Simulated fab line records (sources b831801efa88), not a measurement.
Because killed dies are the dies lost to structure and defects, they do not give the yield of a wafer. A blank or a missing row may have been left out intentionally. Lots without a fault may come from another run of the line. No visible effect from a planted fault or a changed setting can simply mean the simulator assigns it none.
Struck lot and sound lot, side by side :: flow gf180mcu :: 13 out of 602 route steps
Sound: the wafers L591.2, L591.3, L591.6. The struck wafers were L600.1, L600.2, L600.4. The cause is given at the end.
For every step that has rows: the tool of each side, followed by ch and its chambers, followed by its first start. Under that, the readings that differ: sound wafers :: struck wafers :: difference of the means :: sigmas: that difference in standard deviations of wafers without a fault.
alike: readings with means less than 2 such deviations apart, plus words and numbers identical on both sides. not compared: withheld readings, readings lacking a value on some wafer, bounds such as >300 that could conceal the same value, and numbers that have no deviation in the record and whose values overlap.
Wherever a step has rows on one side only, a row that says differs or no value, or a row with sigmas, the two part there. Numbers that don't overlap but have no deviation are shown without sigmas and don't part them. A reading that every wafer of one side lacks parts them only if that side has two wafers or more.

GF_V4_CD_MEAS_14 targets a cd of 260 nm.
  sound on cd sem-01, day 25 19:00; struck on cd sem-02, day 28 13:53
  alike: cd nm
GF_V4_OVL_MEAS_15:
  sound on overlay-01, day 25 19:07; struck on overlay-01, day 28 14:01
  alike: V4_OVL
GF_V4_ETCH_16: etches BARC in N2/H2.
  sound on rie diel-03 ch 0,2,3, day 25 19:08; struck on rie diel-01 ch 0,2, day 28 14:03
  alike: chamber pressure mTorr, drypump motor current A, oes product au, throttle valve pct
GF_V4_ETCH_17: etches SiO2 in C4F8/O2/Ar, stops on TiN, target depth 630 nm.
  sound: rie diel-03 ch 0,2,3; struck: rie diel-01 ch 0,2
  alike: chamber pressure mTorr, oes product au
then, 3 steps without rows for these wafers: GF_V4_STRIP_18 (strips in O2/N2); GF_V4_STRIP_19 (strips in post etch residue remover, time 1200 s); GF_V4_CLEAN_20 (cleans in DIW).
GF_V4_SPUTTER_21: material Ti, target thk 15 nm, time 80.02 s.
  sound on pvd sputter-04, day 25 19:48; struck on pvd sputter-04, day 28 14:50
  alike: throttle valve pct
GF_V4_SPUTTER_22: material TiN, target thk 10 nm, time 40 s.
  sound on pvd sputter-04, day 25 19:52; struck on pvd sputter-04, day 28 14:54
  alike: throttle valve pct
GF_V4_CVD_23: deposits W, target thk 350 nm, time 104.9 s.
  sound on cvd w-01 ch 1, day 25 19:54; struck on cvd w-01 ch 0,1, day 28 14:56
  alike: heater power w
GF_V4_RS_MEAS_24: uses a four-point probe to measure.
  sound on film metro-03, day 25 20:02; struck on film metro-03, day 28 15:03
  alike: V4_W_RS
GF_V4_THK_MEAS_25: measures by xrf.
  sound on film metro-03, day 25 20:08; struck on film metro-03, day 28 15:10
  alike: V4_W_THK
GF_V4_CMP_26: polishes, stops on SiO2, t overpolish 15 s, target thk 0 nm.
  sound on cmp-01 ch 1,2, day 25 20:11; struck on cmp-01 ch 1,2,3, day 28 15:19
reading: overpolish run s (s)
sound: 15.003 15.007 15.009
struck: 0.052 0.033 0.038
difference: -14.965
sigmas: -99 or more

reading: time to endpoint s (s)
sound: 86 79 78
struck: 131 133 130
difference: +50
sigmas: +10
  alike: motor current A

== WHERE THEY PART ==
GF_V4_CMP_26 only, going by this record.

WHY: the cause the simulator had injected
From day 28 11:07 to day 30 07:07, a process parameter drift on cmp-01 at GF_V4_CMP_26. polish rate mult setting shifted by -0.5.
